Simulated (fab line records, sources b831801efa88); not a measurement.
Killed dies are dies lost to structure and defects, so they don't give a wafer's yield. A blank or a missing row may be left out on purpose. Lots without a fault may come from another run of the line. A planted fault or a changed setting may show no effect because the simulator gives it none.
Chamber matching | flow gf180mcu | GF_V3_CMP_04 on cmp-01: 4 sister chambers
The step polishes SiO2. 8 wafers are shown with their chamber, then 12 later ones without.

WAFERS WITH THEIR CHAMBER
wafer  | chamber | motor_current_A (A) | time_to_endpoint_s (s)
L084.1 | 1       | 13.5                | 78
L084.5 | 0       | 11.4                | 87
L085.2 | 3       | 12.5                | 86
L085.3 | 2       | 11.0                | 79
L085.5 | 3       | 12.5                | 85
L088.1 | 1       | 13.1                | 82
L088.2 | 0       | 10.6                | 76
L088.6 | 2       | 12.3                | 81

WAFERS WITHOUT THEIR CHAMBER
wafer  | motor_current_A (A) | time_to_endpoint_s (s)
L089.2 | 11.7                | 78
L089.4 | 12.2                | 82
L089.6 | 12.8                | 86
L094.2 | 11.1                | 88
L094.3 | 12.9                | 85
L094.4 | 11.8                | 93
L095.2 | 13.4                | 82
L095.3 | 12.3                | 85
L095.5 | 11.9                | 84
L096.2 | 11.7                | 82
L096.5 | 13.6                | 88
L096.6 | 11.4                | 86

WHICH CHAMBER EACH WENT THROUGH
wafer  | from the rows above               | in truth
L089.2 | can't be placed: 2 or 0 or 3      | 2
L089.4 | can't be placed: 3 or 2 or 1 or 0 | 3
L089.6 | can't be placed: 3 or 1 or 2      | 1
L094.2 | can't be placed: 0 or 2 or 3      | 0
L094.3 | can't be placed: 3 or 1 or 2      | 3
L094.4 | can't be placed: 3 or 0 or 2 or 1 | 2
L095.2 | can't be placed: 1 or 3           | 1
L095.3 | can't be placed: 3 or 2 or 1      | 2
L095.5 | can't be placed: 2 or 3 or 0 or 1 | 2
L096.2 | can't be placed: 2 or 0 or 3      | 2
L096.5 | can't be placed: 1 or 3           | 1
L096.6 | can't be placed: 0 or 2 or 3      | 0
Placed correctly: 0 of 12. Can't be placed from these rows: 12 (the true chamber is among the candidates in 12). Placed wrongly: 0.
How it was worked out, from the rows above alone: a wafer's distance from a chamber is the root of the sum, over the readings, of the square of ((its reading less the chamber's mean) divided by the reading's scatter). The wafer belongs to the nearest chamber; if the next one is less than 2 further off, it can't be placed. A chamber's mean is the mean of its shown wafers. The scatter: the root of (the sum of the squares of (reading less its chamber's mean) over the shown wafers, divided by (wafers less chambers)).
